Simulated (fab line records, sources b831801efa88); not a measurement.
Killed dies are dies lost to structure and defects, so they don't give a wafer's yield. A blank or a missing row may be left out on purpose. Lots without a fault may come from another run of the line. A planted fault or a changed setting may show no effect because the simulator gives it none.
A struck lot beside a sound one | flow sky130 | 43 steps out of a route of 708
Sound: wafers L386.2, L386.3, L386.4. Struck: wafers L397.1, L397.2. (L397.5 of the same lot was not struck and is left out.) The cause comes at the end.
At each step with rows: each side's tool, then ch and its chambers, then its first start. Under that, the readings that differ: sound wafers | struck wafers | difference of the means | sigmas: that difference in standard deviations of wafers without a fault.
alike: readings whose means differ by less than 2 such deviations, and words and numbers that are the same on both sides. not compared: withheld readings, readings that some wafer has no value for, bounds like >300 that may hide the same value, and numbers for which the record gives no deviation and whose values overlap.
The two part at a step that has a row with sigmas, a row that says differs or no value, or rows on one side only. Numbers that don't overlap but have no deviation are shown without sigmas and don't part them. A reading that every wafer of one side lacks parts them only if that side has two wafers or more.

first, 1 step without rows for these wafers: SKY_FIELD_ISO_ANNEAL_26 (time 1800 s).
SKY_FIELD_ISO_CMP_27: polishes, stops on Si3N4, t overpolish 16 s, target thk 457.8 nm.
  sound on cmp-02 ch 0,1,2, day 2 11:13; struck on cmp-01 ch 0,1, day 4 19:22
  alike: motor_current_A, overpolish_run_s, platen_rpm, time_to_endpoint_s
then, 5 steps without rows for these wafers: SKY_FIELD_ISO_WET_ETCH_28 (etches SiO2 in dHF, target depth 23.7 nm, time 47 s); SKY_FIELD_ISO_WET_ETCH_29 (etches Si3N4 in H3PO4, target depth 160 nm, time 1825 s); SKY_FIELD_ISO_WET_ETCH_30 (etches SiO2 in dHF, target depth 25 nm, time 50 s); SKY_NWELL_CLEAN_00 (cleans in SC1/SC2, time 150 s); SKY_NWELL_OXIDATION_01 (stabilise 600 s, purge 300 s, target thk 10 nm).
SKY_NWELL_THK_MEAS_02:
  sound on film_metro-04, day 2 13:32; struck on film_metro-03, day 4 22:46
  alike: NWELL_OXIDATION_THK
then, 4 steps without rows for these wafers: SKY_DNWELL_DEHYDRATE_00 (time 60 s); SKY_DNWELL_HMDS_01 (prime time 60 s); SKY_DNWELL_COAT_02 (resist thk 3000 nm); SKY_DNWELL_SOFTBAKE_03.
SKY_DNWELL_EXPOSE_04: exposes mask DNM, target cd 3000 nm.
  sound on iline_stepper-01 ch 0, day 2 21:32; struck on iline_stepper-02 ch 0, day 5 07:37
  alike: mask
then, 3 steps without rows for these wafers: SKY_DNWELL_PEB_05; SKY_DNWELL_DEVELOP_06 (develop time 60 s); SKY_DNWELL_IMPLANT_07.
SKY_DNWELL_STRIP_08: strips in O2/N2.
  sound on plasma_asher-04 ch 0,1, day 3 04:32; struck on plasma_asher-04 ch 0,1, day 5 16:31
  alike: drypump_motor_current_A, o2_flow_sccm, oes_product_au, strip_time_to_endpoint_s
  not compared: rf_hours_counter_h
SKY_DNWELL_TW_MEAS_09:
  sound on film_metro-03, day 3 04:39; struck on film_metro-01, day 5 16:37
  alike: DNWELL_TW
then, 7 steps without rows for these wafers: SKY_PWDE_DEHYDRATE_00 (time 60 s); SKY_PWDE_HMDS_01 (prime time 60 s); SKY_PWDE_COAT_02 (resist thk 3000 nm); SKY_PWDE_SOFTBAKE_03; SKY_PWDE_EXPOSE_04 (exposes mask PWDEM, target cd 840 nm); SKY_PWDE_PEB_05; SKY_PWDE_DEVELOP_06 (develop time 60 s).
SKY_PWDE_OVL_MEAS_07:
  sound on overlay-01, day 3 20:37; struck on overlay-02, day 6 10:11
  alike: PWDE_OVL
then, 1 step without rows for these wafers: SKY_PWDE_IMPLANT_08.
SKY_PWDE_STRIP_09: strips in O2/N2.
  sound on plasma_asher-02 ch 0,1, day 3 20:47; struck on plasma_asher-01 ch 0,1, day 6 10:23
  alike: drypump_motor_current_A, o2_flow_sccm, oes_product_au, strip_time_to_endpoint_s
  not compared: rf_hours_counter_h
SKY_PWDE_TW_MEAS_10:
  sound on film_metro-01, day 3 20:54; struck on film_metro-01, day 6 10:29
  alike: PWDE_TW
then, 7 steps without rows for these wafers: SKY_NWELL_DEHYDRATE_03 (time 60 s); SKY_NWELL_HMDS_04 (prime time 60 s); SKY_NWELL_COAT_05 (resist thk 3000 nm); SKY_NWELL_SOFTBAKE_06; SKY_NWELL_EXPOSE_07 (exposes mask NWM, target cd 840 nm); SKY_NWELL_PEB_08; SKY_NWELL_DEVELOP_09 (develop time 60 s).
SKY_NWELL_OVL_MEAS_10:
  sound on overlay-01, day 4 13:31; struck on overlay-02, day 7 05:21
  alike: NWELL_00_OVL
then, 3 steps without rows for these wafers: SKY_NWELL_IMPLANT_11; SKY_NWELL_IMPLANT_12; SKY_NWELL_IMPLANT_13.
SKY_NWELL_STRIP_14: strips in O2/N2.
  sound on plasma_asher-04 ch 0,1, day 4 13:59; struck on plasma_asher-03 ch 0,1, day 7 05:50
  alike: drypump_motor_current_A, o2_flow_sccm, oes_product_au, strip_time_to_endpoint_s
  not compared: rf_hours_counter_h
SKY_NWELL_TW_MEAS_15:
  sound on film_metro-04, day 4 14:06; struck on film_metro-01, day 7 05:56
  reading  | sound          | struck    | difference | sigmas
  NWELL_TW | 1827 1817 1827 | 1774 1783 | -45        | -3
-- the record jumps here: 42 days lie between the struck wafers' starts before and after (it left off in module NWELL and takes up again in module PAD_OPEN, whose first step shown is number 708 of the route) --
SKY_PAD_OPEN_PROBE_99:
  sound on prober-01, day 45 11:49; struck on prober-01, day 49 16:52
  reading                                  | sound          | struck    | difference | sigmas
  model.etest.res_deep_nwell.width_nm (nm) | 2987 2984 2994 | 3022 3023 | +34        |
  alike: killed_at_M0_to_M3, killed_at_M4_up, killed_at_contacts, killed_at_front_end, killed_at_other, killed_dies, killed_open, killed_short

WHERE THEY PART
Only at SKY_NWELL_TW_MEAS_15, within this record. Later steps at which nothing parts them and some readings are alike: SKY_PAD_OPEN_PROBE_99.

WHY: what the simulator had put in
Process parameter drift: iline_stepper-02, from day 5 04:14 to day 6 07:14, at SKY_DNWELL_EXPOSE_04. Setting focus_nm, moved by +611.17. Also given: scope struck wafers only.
